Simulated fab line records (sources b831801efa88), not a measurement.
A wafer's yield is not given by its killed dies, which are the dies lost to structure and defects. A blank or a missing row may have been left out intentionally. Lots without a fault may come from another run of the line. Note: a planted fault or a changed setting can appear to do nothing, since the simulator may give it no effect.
One fault seen from 2 desks || flow sky130 || each desk has only its own numbers; what lay behind them comes last

## THE TOOL OWNER'S DESK: hdpcvd-02
The tool's own readings at SKY_LI_CONTACT_HDPCVD_00 (deposits PSG, target thk 930 nm, time 155 s): means of the sampled wafers that have a number, for each lot that ran on this tool. The brackets show how far a lot's mean lies from the usual mean; more than 4 standard deviations puts the lot out of limits, marked OUT.
Columns: A = run length s at SKY_LI_CONTACT_HDPCVD_00, usual 182.9 s
{"lot": "L717", "first seen here": "day 29 15:54", "A": 183.1}
{"lot": "L719", "first seen here": "day 30 00:17", "A": 182.5}
{"lot": "L720", "first seen here": "day 30 08:54", "A": "178.9 (-4.9) OUT"}
{"lot": "L721", "first seen here": "day 30 14:28", "A": "175.4 (-9.3) OUT"}
{"lot": "L722", "first seen here": "day 31 02:53", "A": "178.9 (-4.9) OUT"}
{"lot": "L729", "first seen here": "day 33 12:32", "A": 182.9}
{"lot": "L731", "first seen here": "day 34 07:32", "A": 183.1}
{"lot": "L732", "first seen here": "day 34 12:01", "A": 183.0}
{"lot": "L733", "first seen here": "day 34 18:27", "A": 182.9}
{"lot": "L735", "first seen here": "day 35 07:41", "A": 182.6}
Finding of this desk: L720, L721, L722 out of limits; the first was L720 at day 30 08:54, on run length s at SKY_LI_CONTACT_HDPCVD_00. In limits: L717, L719, L729, L731, L732, L733, L735.

## AT THE METROLOGY DESK
What the gauges read, lot by lot, whatever tool the lot ran on: means of the sampled wafers that have a number. The brackets show how far a lot's mean lies from the usual mean; more than 4 standard deviations puts the lot out of limits, marked OUT.
Columns: A = POLY_GATE_OXIDATION_THK at SKY_POLY_GATE_THK_MEAS_21, usual 4.01 nm; B = RES_XHIGH_TW at SKY_RES_XHIGH_TW_MEAS_09, usual 1627; C = LI_CONTACT_HDPCVD_THK at SKY_LI_CONTACT_THK_MEAS_01, usual 933 nm
{"lot": "L714", "first seen here": "day 16 19:35", "A": 3.97, "B": 1628, "C": 919}
{"lot": "L715", "first seen here": "day 17 04:41", "A": 4.04, "B": 1620, "C": 941}
{"lot": "L717", "first seen here": "day 18 05:08", "A": 3.95, "B": 1629, "C": 937}
{"lot": "L719", "first seen here": "day 18 15:47", "A": 4.02, "B": 1628, "C": 943}
{"lot": "L720", "first seen here": "day 19 02:31", "A": 4.14, "B": 1630, "C": 916}
{"lot": "L721", "first seen here": "day 19 07:16", "A": 4.03, "B": 1630, "C": "888 (-4.6) OUT"}
{"lot": "L722", "first seen here": "day 19 20:06", "A": 3.92, "B": 1622, "C": 922}
{"lot": "L729", "first seen here": "day 22 18:05", "A": 3.96, "B": 1627, "C": 942}
{"lot": "L731", "first seen here": "day 23 12:44", "A": 3.94, "B": 1627, "C": 936}
{"lot": "L732", "first seen here": "day 23 15:25", "A": 3.94, "B": 1627, "C": 930}
{"lot": "L733", "first seen here": "day 24 02:31", "A": 3.94, "B": 1640, "C": 935}
{"lot": "L734", "first seen here": "day 24 07:02", "A": 3.90, "B": 1634, "C": 934}
{"lot": "L735", "first seen here": "day 24 17:21", "A": 4.04, "B": 1630, "C": 925}
This desk finds L721 out of limits, with the earliest case on L721 at day 30 14:34 (LI_CONTACT_HDPCVD_THK at SKY_LI_CONTACT_THK_MEAS_01). In limits: L714, L715, L717, L719, L720, L722, L729, L731, L732, L733, L734, L735.

## ALL TOGETHER
The tool owner's desk had the chance to raise an alarm at day 30 08:54 on L720, L721, L722.
At day 30 14:34 the metrology desk could have sounded an alarm, on L721.
The metrology desk holds a record of L720, L722, inside its limits.
The lots listed all ran SKY_LI_CONTACT_HDPCVD_00 on hdpcvd-02.

## WHAT WAS PUT IN BY THE SIMULATOR
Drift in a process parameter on hdpcvd-02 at SKY_LI_CONTACT_HDPCVD_00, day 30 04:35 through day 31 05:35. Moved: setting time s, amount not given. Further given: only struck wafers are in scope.
Struck lots among those shown: L720, L721, L722.
Fault start to first reading out of limits, in hours, per desk: tool owner, 4; metrology, 10.
